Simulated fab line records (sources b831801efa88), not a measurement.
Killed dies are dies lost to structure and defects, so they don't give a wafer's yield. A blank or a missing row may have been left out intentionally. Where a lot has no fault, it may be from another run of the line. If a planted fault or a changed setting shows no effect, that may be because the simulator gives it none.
fab line records || flow sky130 || part 2 of 2: steps 34 to 46 of 46
record {"lots": 5, "wafers": 15, "last-day": 50}
route steps=708 shown LDD_HVN@271 LDD_HVP@278 LDD_LDN@289 SPACER@304 POLY_CUT@307
lots that met no fault: from a run of the same line without faults
start-h: hours from the record's first day to the start of the lot's first wafer shown || wait-h: hours elapsed since this lot's preceding step || " as in the row above || L1.1+2: several wafers, shown together as one row || - no value present, or no start provided || * or withheld: withheld || < > ~ a bound
route shown NAME@n: names a module that has steps shown in the file, with the first one's number in the route || usual: the fault-free wafers' mean and standard deviation || same: alike in all rows || chamber/n: place in a boat || sites: readings site by site || _std_site: the values' standard deviation || _edge_site: the outer-site mean with the inner-site mean subtracted || radius-mm: for every site, how far away it sits from the centre of the wafer || mask NAME#n: copy n || behind: the tool/chamber that last shaped the wafer || hold: what put the lot on hold/how long, in hours/how the hold closed || device: which transistor (n, p or np) failed to switch || end of line: the same wafers' tests at the end of the route || a step given without rows: its recipe and nothing more || killed: not the wafer's yield, but the dies lost to structure and defects at the first sort || map: a wafer's dies, marking killed ones x, the rest . and places with no die _
set.NAME: the setting the step ran with; set.NAME@STEP: the setting that earlier step ran with || model.NAME: the simulator's own value behind a step, which no gauge read
a table for each step, a row for each wafer; lots at some steps of the route
services: when a tool's chamber went out of use (start-h, in hours from the record's first day, below 0 if earlier), for how many hours, and the reason
## steps
# step SKY_SPACER_CVD_00
# recipe {"material": "Si3N4", "precursor": "DCS/NH3", "target-thk-nm": 43.1, "temp-c": 770, "time-s": 740, "pressure-mtorr": 250}
# usual {"pressure-mtorr": "250.0/0.59", "susceptor-temp-C": "770.0/0.31"}
{"lot.wafer": "L077.2", "tool": "lpcvd-02", "chamber": 0, "start-h": 555.42, "wait-h": 1.0, "pressure-mtorr": 249.9, "susceptor-temp-C": 770.0}
{"lot.wafer": "L077.4", "tool": "lpcvd-02", "chamber": 0, "start-h": 555.42, "wait-h": 1.0, "pressure-mtorr": 249.2, "susceptor-temp-C": 770.4}
{"lot.wafer": "L077.5", "tool": "lpcvd-02", "chamber": 0, "start-h": 555.42, "wait-h": 1.0, "pressure-mtorr": 249.9, "susceptor-temp-C": 770.3}
{"lot.wafer": "L087.1", "tool": "lpcvd-02", "chamber": 0, "start-h": 644.93, "wait-h": 0.1, "pressure-mtorr": 249.7, "susceptor-temp-C": 769.5}
{"lot.wafer": "L087.3", "tool": "lpcvd-02", "chamber": 0, "start-h": 644.93, "wait-h": 0.1, "pressure-mtorr": 250.2, "susceptor-temp-C": 769.7}
{"lot.wafer": "L087.4", "tool": "lpcvd-02", "chamber": 0, "start-h": 644.93, "wait-h": 0.1, "pressure-mtorr": 250.5, "susceptor-temp-C": 769.5}
{"lot.wafer": "L091.2", "tool": "lpcvd-02", "chamber": 1, "start-h": 677.44, "wait-h": 0.0, "pressure-mtorr": 250.2, "susceptor-temp-C": 770.4}
{"lot.wafer": "L091.5", "tool": "lpcvd-02", "chamber": 1, "start-h": 677.44, "wait-h": 0.0, "pressure-mtorr": 251.2, "susceptor-temp-C": 770.4}
{"lot.wafer": "L091.6", "tool": "lpcvd-02", "chamber": 1, "start-h": 677.44, "wait-h": 0.0, "pressure-mtorr": 250.2, "susceptor-temp-C": 770.5}
{"lot.wafer": "L094.4", "tool": "lpcvd-02", "chamber": 1, "start-h": 702.02, "wait-h": 0.0, "pressure-mtorr": 250.0, "susceptor-temp-C": 770.4}
{"lot.wafer": "L094.5", "tool": "lpcvd-02", "chamber": 1, "start-h": 702.02, "wait-h": 0.0, "pressure-mtorr": 250.3, "susceptor-temp-C": 770.4}
{"lot.wafer": "L094.6", "tool": "lpcvd-02", "chamber": 1, "start-h": 702.02, "wait-h": 0.0, "pressure-mtorr": 250.0, "susceptor-temp-C": 770.4}
{"lot.wafer": "L096.1", "tool": "lpcvd-02", "chamber": 1, "start-h": 710.03, "wait-h": 0.0, "pressure-mtorr": 250.1, "susceptor-temp-C": 770.6}
{"lot.wafer": "L096.2", "tool": "lpcvd-02", "chamber": 1, "start-h": 710.03, "wait-h": 0.0, "pressure-mtorr": 250.3, "susceptor-temp-C": 770.4}
{"lot.wafer": "L096.6", "tool": "lpcvd-02", "chamber": 1, "start-h": 710.03, "wait-h": 0.0, "pressure-mtorr": 249.5, "susceptor-temp-C": 770.0}
# step SKY_SPACER_THK_MEAS_01
# recipe {"reads": "Si3N4_of_SPACER_CVD_00"}
# usual {"SPACER_CVD_00_THK": "43.0/0.35"}
{"lot.wafer": "L077.2", "tool": "film-metro-01", "chamber": "-", "start-h": 556.63, "wait-h": 0.0, "SPACER_CVD_00_THK[nm]": 43.1}
{"lot.wafer": "L077.4", "tool": "film-metro-01", "chamber": "-", "start-h": 556.63, "wait-h": 0.0, "SPACER_CVD_00_THK[nm]": 43.4}
{"lot.wafer": "L077.5", "tool": "film-metro-01", "chamber": "-", "start-h": 556.63, "wait-h": 0.0, "SPACER_CVD_00_THK[nm]": 43.3}
{"lot.wafer": "L087.1", "tool": "film-metro-01", "chamber": "-", "start-h": 646.13, "wait-h": 0.0, "SPACER_CVD_00_THK[nm]": 43.3}
{"lot.wafer": "L087.3", "tool": "film-metro-01", "chamber": "-", "start-h": 646.13, "wait-h": 0.0, "SPACER_CVD_00_THK[nm]": 43.1}
{"lot.wafer": "L087.4", "tool": "film-metro-01", "chamber": "-", "start-h": 646.13, "wait-h": 0.0, "SPACER_CVD_00_THK[nm]": 43.2}
{"lot.wafer": "L091.2", "tool": "film-metro-02", "chamber": "-", "start-h": 678.65, "wait-h": 0.0, "SPACER_CVD_00_THK[nm]": 43.4}
{"lot.wafer": "L091.5", "tool": "film-metro-02", "chamber": "-", "start-h": 678.65, "wait-h": 0.0, "SPACER_CVD_00_THK[nm]": 43.6}
{"lot.wafer": "L091.6", "tool": "film-metro-02", "chamber": "-", "start-h": 678.65, "wait-h": 0.0, "SPACER_CVD_00_THK[nm]": 43.3}
{"lot.wafer": "L094.4", "tool": "film-metro-02", "chamber": "-", "start-h": 703.26, "wait-h": 0.0, "SPACER_CVD_00_THK[nm]": 43.3}
{"lot.wafer": "L094.5", "tool": "film-metro-02", "chamber": "-", "start-h": 703.26, "wait-h": 0.0, "SPACER_CVD_00_THK[nm]": 42.8}
{"lot.wafer": "L094.6", "tool": "film-metro-02", "chamber": "-", "start-h": 703.26, "wait-h": 0.0, "SPACER_CVD_00_THK[nm]": 43.0}
{"lot.wafer": "L096.1", "tool": "film-metro-01", "chamber": "-", "start-h": 711.24, "wait-h": 0.0, "SPACER_CVD_00_THK[nm]": 42.6}
{"lot.wafer": "L096.2", "tool": "film-metro-01", "chamber": "-", "start-h": 711.24, "wait-h": 0.0, "SPACER_CVD_00_THK[nm]": 43.1}
{"lot.wafer": "L096.6", "tool": "film-metro-01", "chamber": "-", "start-h": 711.24, "wait-h": 0.0, "SPACER_CVD_00_THK[nm]": 42.8}
# step SKY_SPACER_ETCHBACK_02
# recipe {"chemistry": "CH3F/O2", "target": "Si3N4", "stop-on": "SiO2", "source-w": 400, "bias-w": 80, "pressure-mtorr": 25, "ch3f-flow-sccm": 40, "O2_flow_sccm": 30, "time-s": 46.7, "target-depth-a": 450}
# usual {"drypump-motor-current-A": "5.8/0.48", "oes-product-au": "0.854/0.0056", "throttle-valve-pct": "10.561/0.0088"}
{"lot.wafer": "L077.2", "tool": "rie-diel-03", "chamber": 2, "start-h": 556.68, "wait-h": 0.0, "drypump-motor-current-A": 5.3, "oes-product-au": 0.854, "rf-hours-counter-h": 3, "throttle-valve-pct": 10.562}
{"lot.wafer": "L077.4", "tool": "rie-diel-03", "chamber": 0, "start-h": 556.68, "wait-h": 0.0, "drypump-motor-current-A": 6.6, "oes-product-au": 0.853, "rf-hours-counter-h": 5, "throttle-valve-pct": 10.550}
{"lot.wafer": "L077.5", "tool": "rie-diel-03", "chamber": 3, "start-h": 556.68, "wait-h": 0.0, "drypump-motor-current-A": 5.5, "oes-product-au": 0.854, "rf-hours-counter-h": "-", "throttle-valve-pct": 10.555}
{"lot.wafer": "L087.1", "tool": "rie-diel-03", "chamber": 1, "start-h": 646.19, "wait-h": 0.1, "drypump-motor-current-A": 6.4, "oes-product-au": 0.857, "rf-hours-counter-h": 8, "throttle-valve-pct": 10.568}
{"lot.wafer": "L087.3", "tool": "rie-diel-03", "chamber": 2, "start-h": 646.19, "wait-h": 0.1, "drypump-motor-current-A": 5.3, "oes-product-au": 0.844, "rf-hours-counter-h": 5, "throttle-valve-pct": 10.570}
{"lot.wafer": "L087.4", "tool": "rie-diel-03", "chamber": 0, "start-h": 646.19, "wait-h": 0.1, "drypump-motor-current-A": 6.6, "oes-product-au": 0.864, "rf-hours-counter-h": 6, "throttle-valve-pct": 10.564}
{"lot.wafer": "L091.2", "tool": "rie-diel-01", "chamber": 0, "start-h": 678.70, "wait-h": 0.0, "drypump-motor-current-A": 5.3, "oes-product-au": 0.855, "rf-hours-counter-h": 10, "throttle-valve-pct": 10.555}
{"lot.wafer": "L091.5", "tool": "rie-diel-01", "chamber": 3, "start-h": 678.70, "wait-h": 0.0, "drypump-motor-current-A": 5.2, "oes-product-au": 0.862, "rf-hours-counter-h": "-", "throttle-valve-pct": 10.567}
{"lot.wafer": "L091.6", "tool": "rie-diel-01", "chamber": 0, "start-h": 678.70, "wait-h": 0.0, "drypump-motor-current-A": 5.3, "oes-product-au": 0.857, "rf-hours-counter-h": "-", "throttle-valve-pct": 10.558}
{"lot.wafer": "L094.4", "tool": "rie-diel-01", "chamber": 3, "start-h": 703.29, "wait-h": 0.0, "drypump-motor-current-A": 5.2, "oes-product-au": 0.858, "rf-hours-counter-h": 11, "throttle-valve-pct": 10.567}
{"lot.wafer": "L094.5", "tool": "rie-diel-01", "chamber": 1, "start-h": 703.29, "wait-h": 0.0, "drypump-motor-current-A": 5.2, "oes-product-au": 0.847, "rf-hours-counter-h": "-", "throttle-valve-pct": 10.566}
{"lot.wafer": "L094.6", "tool": "rie-diel-01", "chamber": 2, "start-h": 703.29, "wait-h": 0.0, "drypump-motor-current-A": 6.1, "oes-product-au": 0.847, "rf-hours-counter-h": "-", "throttle-valve-pct": 10.575}
{"lot.wafer": "L096.1", "tool": "rie-diel-04", "chamber": 3, "start-h": 711.30, "wait-h": 0.1, "drypump-motor-current-A": 5.3, "oes-product-au": 0.849, "rf-hours-counter-h": 2, "throttle-valve-pct": 10.551}
{"lot.wafer": "L096.2", "tool": "rie-diel-04", "chamber": 2, "start-h": 711.30, "wait-h": 0.1, "drypump-motor-current-A": 5.7, "oes-product-au": 0.855, "rf-hours-counter-h": 15, "throttle-valve-pct": 10.552}
{"lot.wafer": "L096.6", "tool": "rie-diel-04", "chamber": 2, "start-h": 711.30, "wait-h": 0.1, "drypump-motor-current-A": 5.7, "oes-product-au": 0.853, "rf-hours-counter-h": "-", "throttle-valve-pct": 10.569}
# step SKY_POLY_CUT_DEHYDRATE_00
# recipe {"temp-c": 200, "time-s": 60}
{"lot.wafer": "L077.2+4+5", "tool": "litho-track-04", "chamber": 0, "start-h": 570.61, "wait-h": 13.9}
{"lot.wafer": "L087.1+3+4", "tool": "litho-track-04", "chamber": 0, "start-h": 659.39, "wait-h": 13.2}
{"lot.wafer": "L091.2+5+6", "tool": "litho-track-01", "chamber": 0, "start-h": 691.15, "wait-h": 12.4}
{"lot.wafer": "L094.4+5+6", "tool": "litho-track-01", "chamber": 0, "start-h": 715.95, "wait-h": 12.6}
{"lot.wafer": "L096.1+2+6", "tool": "litho-track-01", "chamber": 0, "start-h": 724.03, "wait-h": 12.7}
# step SKY_POLY_CUT_HMDS_01
# recipe {"prime-time-s": 60, "prime-temp-c": 120}
{"lot.wafer": "L077.2+4+5", "tool": "litho-track-04", "chamber": 0, "start-h": 570.76, "wait-h": 0.1}
{"lot.wafer": "L087.1+3+4", "tool": "litho-track-04", "chamber": 0, "start-h": 659.54, "wait-h": 0.1}
{"lot.wafer": "L091.2+5+6", "tool": "litho-track-01", "chamber": 0, "start-h": 691.30, "wait-h": 0.1}
{"lot.wafer": "L094.4+5+6", "tool": "litho-track-01", "chamber": 0, "start-h": 716.10, "wait-h": 0.1}
{"lot.wafer": "L096.1+2+6", "tool": "litho-track-01", "chamber": 0, "start-h": 724.18, "wait-h": 0.1}
# step SKY_POLY_CUT_COAT_02
# recipe {"resist": "BARC", "temp-c": "withheld", "time-s": "withheld", "spin-rpm": 3000, "resist-thk-nm": 60}
{"lot.wafer": "L077.2+4+5", "tool": "litho-track-04", "chamber": 0, "start-h": 570.91, "wait-h": 0.1}
{"lot.wafer": "L087.1+3+4", "tool": "litho-track-04", "chamber": 0, "start-h": 659.69, "wait-h": 0.1}
{"lot.wafer": "L091.2+5+6", "tool": "litho-track-01", "chamber": 0, "start-h": 691.45, "wait-h": 0.1}
{"lot.wafer": "L094.4+5+6", "tool": "litho-track-01", "chamber": 0, "start-h": 716.25, "wait-h": 0.1}
{"lot.wafer": "L096.1+2+6", "tool": "litho-track-01", "chamber": 0, "start-h": 724.33, "wait-h": 0.1}
# step SKY_POLY_CUT_COAT_03
# recipe {"resist": "KrF-thick", "spin-rpm": 3000, "resist-thk-nm": 450}
{"lot.wafer": "L077.2+4+5", "tool": "litho-track-04", "chamber": 0, "start-h": "-", "wait-h": "-"}
{"lot.wafer": "L087.1+3+4", "tool": "litho-track-04", "chamber": 0, "start-h": "-", "wait-h": "-"}
{"lot.wafer": "L091.2+5+6", "tool": "litho-track-01", "chamber": 0, "start-h": "-", "wait-h": "-"}
{"lot.wafer": "L094.4+5+6", "tool": "litho-track-01", "chamber": 0, "start-h": "-", "wait-h": "-"}
{"lot.wafer": "L096.1+2+6", "tool": "litho-track-01", "chamber": 0, "start-h": "-", "wait-h": "-"}
# step SKY_POLY_CUT_SOFTBAKE_04
# recipe {"temp-c": 100, "time-s": 90, "resist": "KrF-thick"}
{"lot.wafer": "L077.2+4+5", "tool": "litho-track-04", "chamber": 0, "start-h": "-", "wait-h": "-"}
{"lot.wafer": "L087.1+3+4", "tool": "litho-track-04", "chamber": 0, "start-h": "-", "wait-h": "-"}
{"lot.wafer": "L091.2+5+6", "tool": "litho-track-01", "chamber": 0, "start-h": "-", "wait-h": "-"}
{"lot.wafer": "L094.4+5+6", "tool": "litho-track-01", "chamber": 0, "start-h": "-", "wait-h": "-"}
{"lot.wafer": "L096.1+2+6", "tool": "litho-track-01", "chamber": 0, "start-h": "-", "wait-h": "-"}
# step SKY_POLY_CUT_EXPOSE_05
# recipe {"mask-id": "NPCM", "na": 0.8, "source-shape": "annular", "sigma-inner": 0.55, "sigma-outer": 0.85, "target-cd-nm": 270, "dose-mj": 32}
# usual {"focus-offset-nm": "-0.1/0.56"}
{"lot.wafer": "L077.2", "tool": "krf-scanner-02", "chamber": 0, "start-h": "-", "wait-h": "-", "mask": "NPCM#0", "focus-offset-nm": -1.0}
{"lot.wafer": "L077.4", "tool": "krf-scanner-02", "chamber": 0, "start-h": "-", "wait-h": "-", "mask": "NPCM#0", "focus-offset-nm": 0.1}
{"lot.wafer": "L077.5", "tool": "krf-scanner-02", "chamber": 0, "start-h": "-", "wait-h": "-", "mask": "NPCM#0", "focus-offset-nm": -0.2}
{"lot.wafer": "L087.1", "tool": "krf-scanner-02", "chamber": 0, "start-h": "-", "wait-h": "-", "mask": "NPCM#0", "focus-offset-nm": -0.5}
{"lot.wafer": "L087.3", "tool": "krf-scanner-02", "chamber": 0, "start-h": "-", "wait-h": "-", "mask": "NPCM#0", "focus-offset-nm": 0.7}
{"lot.wafer": "L087.4", "tool": "krf-scanner-02", "chamber": 0, "start-h": "-", "wait-h": "-", "mask": "NPCM#0", "focus-offset-nm": -0.1}
{"lot.wafer": "L091.2", "tool": "krf-scanner-02", "chamber": 0, "start-h": "-", "wait-h": "-", "mask": "NPCM#0", "focus-offset-nm": 0.3}
{"lot.wafer": "L091.5", "tool": "krf-scanner-02", "chamber": 0, "start-h": "-", "wait-h": "-", "mask": "NPCM#0", "focus-offset-nm": 0.6}
{"lot.wafer": "L091.6", "tool": "krf-scanner-02", "chamber": 0, "start-h": "-", "wait-h": "-", "mask": "NPCM#0", "focus-offset-nm": -0.2}
{"lot.wafer": "L094.4", "tool": "krf-scanner-02", "chamber": 0, "start-h": "-", "wait-h": "-", "mask": "NPCM#0", "focus-offset-nm": -0.4}
{"lot.wafer": "L094.5", "tool": "krf-scanner-02", "chamber": 0, "start-h": "-", "wait-h": "-", "mask": "NPCM#0", "focus-offset-nm": 0.0}
{"lot.wafer": "L094.6", "tool": "krf-scanner-02", "chamber": 0, "start-h": "-", "wait-h": "-", "mask": "NPCM#0", "focus-offset-nm": -0.9}
{"lot.wafer": "L096.1", "tool": "krf-scanner-01", "chamber": 0, "start-h": "-", "wait-h": "-", "mask": "NPCM#0", "focus-offset-nm": 0.3}
{"lot.wafer": "L096.2", "tool": "krf-scanner-01", "chamber": 0, "start-h": "-", "wait-h": "-", "mask": "NPCM#0", "focus-offset-nm": -0.4}
{"lot.wafer": "L096.6", "tool": "krf-scanner-01", "chamber": 0, "start-h": "-", "wait-h": "-", "mask": "NPCM#0", "focus-offset-nm": -0.2}
# step SKY_POLY_CUT_PEB_06
# recipe {"peb-temp-c": "withheld", "peb-time-s": "withheld", "resist": "KrF-thick"}
{"lot.wafer": "L077.2+4+5", "tool": "litho-track-04", "chamber": 0, "start-h": "-", "wait-h": "-"}
{"lot.wafer": "L087.1+3+4", "tool": "litho-track-02", "chamber": 0, "start-h": "-", "wait-h": "-"}
{"lot.wafer": "L091.2+5+6", "tool": "litho-track-04", "chamber": 0, "start-h": "-", "wait-h": "-"}
{"lot.wafer": "L094.4+5+6", "tool": "litho-track-01", "chamber": 0, "start-h": "-", "wait-h": "-"}
{"lot.wafer": "L096.1+2+6", "tool": "litho-track-04", "chamber": 0, "start-h": "-", "wait-h": "-"}
# step SKY_POLY_CUT_DEVELOP_07
# recipe {"develop-time-s": 60, "resist": "KrF-thick", "dev-temp-c": 21}
{"lot.wafer": "L077.2+4+5", "tool": "litho-track-04", "chamber": 0, "start-h": "-", "wait-h": "-"}
{"lot.wafer": "L087.1+3+4", "tool": "litho-track-02", "chamber": 0, "start-h": "-", "wait-h": "-"}
{"lot.wafer": "L091.2+5+6", "tool": "litho-track-04", "chamber": 0, "start-h": "-", "wait-h": "-"}
{"lot.wafer": "L094.4+5+6", "tool": "litho-track-01", "chamber": 0, "start-h": "-", "wait-h": "-"}
{"lot.wafer": "L096.1+2+6", "tool": "litho-track-04", "chamber": 0, "start-h": "-", "wait-h": "-"}
# step SKY_POLY_CUT_CD_MEAS_08
# recipe {"target-cd-nm": 270}
# usual {"cd-nm": "270.2/1.3"}
{"lot.wafer": "L077.2", "tool": "cd-sem-01", "chamber": "-", "start-h": 586.31, "wait-h": "-", "cd-nm": 269.6}
{"lot.wafer": "L077.4", "tool": "cd-sem-01", "chamber": "-", "start-h": 586.31, "wait-h": "-", "cd-nm": 269.2}
{"lot.wafer": "L077.5", "tool": "cd-sem-01", "chamber": "-", "start-h": 586.31, "wait-h": "-", "cd-nm": 269.6}
{"lot.wafer": "L087.1", "tool": "cd-sem-01", "chamber": "-", "start-h": 674.27, "wait-h": "-", "cd-nm": 271.2}
{"lot.wafer": "L087.3", "tool": "cd-sem-01", "chamber": "-", "start-h": 674.27, "wait-h": "-", "cd-nm": 270.5}
{"lot.wafer": "L087.4", "tool": "cd-sem-01", "chamber": "-", "start-h": 674.27, "wait-h": "-", "cd-nm": 271.1}
{"lot.wafer": "L091.2", "tool": "cd-sem-01", "chamber": "-", "start-h": 706.31, "wait-h": "-", "cd-nm": 270.7}
{"lot.wafer": "L091.5", "tool": "cd-sem-01", "chamber": "-", "start-h": 706.31, "wait-h": "-", "cd-nm": 270.4}
{"lot.wafer": "L091.6", "tool": "cd-sem-01", "chamber": "-", "start-h": 706.31, "wait-h": "-", "cd-nm": 270.8}
{"lot.wafer": "L094.4", "tool": "cd-sem-02", "chamber": "-", "start-h": 730.19, "wait-h": "-", "cd-nm": 270.9}
{"lot.wafer": "L094.5", "tool": "cd-sem-02", "chamber": "-", "start-h": 730.19, "wait-h": "-", "cd-nm": 273.3}
{"lot.wafer": "L094.6", "tool": "cd-sem-02", "chamber": "-", "start-h": 730.19, "wait-h": "-", "cd-nm": 272.0}
{"lot.wafer": "L096.1", "tool": "cd-sem-02", "chamber": "-", "start-h": 738.89, "wait-h": "-", "cd-nm": 270.4}
{"lot.wafer": "L096.2", "tool": "cd-sem-02", "chamber": "-", "start-h": 738.89, "wait-h": "-", "cd-nm": 271.0}
{"lot.wafer": "L096.6", "tool": "cd-sem-02", "chamber": "-", "start-h": 738.89, "wait-h": "-", "cd-nm": 271.9}
# step SKY_POLY_CUT_OVL_MEAS_09
# usual {"POLY_CUT_OVL": "2/6.1"}
{"lot.wafer": "L077.2", "tool": "overlay-01", "chamber": "-", "start-h": 586.41, "wait-h": 0.1, "POLY_CUT_OVL[nm]": 0}
{"lot.wafer": "L077.4", "tool": "overlay-01", "chamber": "-", "start-h": 586.41, "wait-h": 0.1, "POLY_CUT_OVL[nm]": 2}
{"lot.wafer": "L077.5", "tool": "overlay-01", "chamber": "-", "start-h": 586.41, "wait-h": 0.1, "POLY_CUT_OVL[nm]": 5}
{"lot.wafer": "L087.1", "tool": "overlay-01", "chamber": "-", "start-h": 674.39, "wait-h": 0.1, "POLY_CUT_OVL[nm]": -7}
{"lot.wafer": "L087.3", "tool": "overlay-01", "chamber": "-", "start-h": 674.39, "wait-h": 0.1, "POLY_CUT_OVL[nm]": 2}
{"lot.wafer": "L087.4", "tool": "overlay-01", "chamber": "-", "start-h": 674.39, "wait-h": 0.1, "POLY_CUT_OVL[nm]": -3}
{"lot.wafer": "L091.2", "tool": "overlay-02", "chamber": "-", "start-h": 706.41, "wait-h": 0.1, "POLY_CUT_OVL[nm]": -2}
{"lot.wafer": "L091.5", "tool": "overlay-02", "chamber": "-", "start-h": 706.41, "wait-h": 0.1, "POLY_CUT_OVL[nm]": -3}
{"lot.wafer": "L091.6", "tool": "overlay-02", "chamber": "-", "start-h": 706.41, "wait-h": 0.1, "POLY_CUT_OVL[nm]": -10}
{"lot.wafer": "L094.4", "tool": "overlay-02", "chamber": "-", "start-h": 730.26, "wait-h": 0.1, "POLY_CUT_OVL[nm]": -9}
{"lot.wafer": "L094.5", "tool": "overlay-02", "chamber": "-", "start-h": 730.26, "wait-h": 0.1, "POLY_CUT_OVL[nm]": -2}
{"lot.wafer": "L094.6", "tool": "overlay-02", "chamber": "-", "start-h": 730.26, "wait-h": 0.1, "POLY_CUT_OVL[nm]": -5}
{"lot.wafer": "L096.1", "tool": "overlay-02", "chamber": "-", "start-h": 739.01, "wait-h": 0.1, "POLY_CUT_OVL[nm]": 4}
{"lot.wafer": "L096.2", "tool": "overlay-02", "chamber": "-", "start-h": 739.01, "wait-h": 0.1, "POLY_CUT_OVL[nm]": 5}
{"lot.wafer": "L096.6", "tool": "overlay-02", "chamber": "-", "start-h": 739.01, "wait-h": 0.1, "POLY_CUT_OVL[nm]": 6}
## services
{"tool": "implanter-01", "chamber": "-", "start-h": 479.53, "hours": 5.8, "kind": "repair"}
{"tool": "plasma-asher-03", "chamber": "-", "start-h": 482.90, "hours": 1.2, "kind": "repair"}
{"tool": "implanter-04", "chamber": "-", "start-h": 484.73, "hours": 9.6, "kind": "repair"}
{"tool": "plasma-asher-03", "chamber": "-", "start-h": 491.84, "hours": 14.6, "kind": "pm"}
{"tool": "krf-scanner-02", "chamber": "-", "start-h": 509.17, "hours": 1.3, "kind": "pm"}
{"tool": "krf-scanner-02", "chamber": "-", "start-h": 511.17, "hours": 4.6, "kind": "repair"}
{"tool": "iline-stepper-01", "chamber": "-", "start-h": 517.79, "hours": 10.7, "kind": "repair"}
{"tool": "implanter-01", "chamber": "-", "start-h": 524.27, "hours": 4.0, "kind": "pm"}
{"tool": "iline-stepper-01", "chamber": "-", "start-h": 534.63, "hours": 1.7, "kind": "pm"}
{"tool": "implanter-01", "chamber": "-", "start-h": 551.87, "hours": 19.2, "kind": "repair"}
{"tool": "implanter-01", "chamber": "-", "start-h": 557.26, "hours": 2.1, "kind": "repair"}
{"tool": "implanter-03", "chamber": "-", "start-h": 559.31, "hours": 5.7, "kind": "repair"}
{"tool": "iline-stepper-02", "chamber": "-", "start-h": 574.41, "hours": 2.1, "kind": "pm"}
{"tool": "iline-stepper-02", "chamber": "-", "start-h": 581.04, "hours": 1.7, "kind": "pm"}
{"tool": "lpcvd-02", "chamber": "-", "start-h": 609.68, "hours": 0.3, "kind": "repair"}
{"tool": "implanter-02", "chamber": "-", "start-h": 620.50, "hours": 4.0, "kind": "pm"}
{"tool": "iline-stepper-02", "chamber": "-", "start-h": 653.24, "hours": 4.6, "kind": "repair"}
{"tool": "iline-stepper-01", "chamber": "-", "start-h": 655.32, "hours": 4.9, "kind": "repair"}
{"tool": "implanter-04", "chamber": "-", "start-h": 685.26, "hours": 4.9, "kind": "repair"}
{"tool": "implanter-01", "chamber": "-", "start-h": 688.34, "hours": 2.0, "kind": "repair"}
{"tool": "implanter-02", "chamber": "-", "start-h": 719.57, "hours": 2.8, "kind": "pm"}
{"tool": "implanter-01", "chamber": "-", "start-h": 723.06, "hours": 0.9, "kind": "repair"}
{"tool": "implanter-01", "chamber": "-", "start-h": 724.28, "hours": 8.7, "kind": "repair"}
{"tool": "iline-stepper-01", "chamber": "-", "start-h": 727.36, "hours": 28.8, "kind": "repair"}
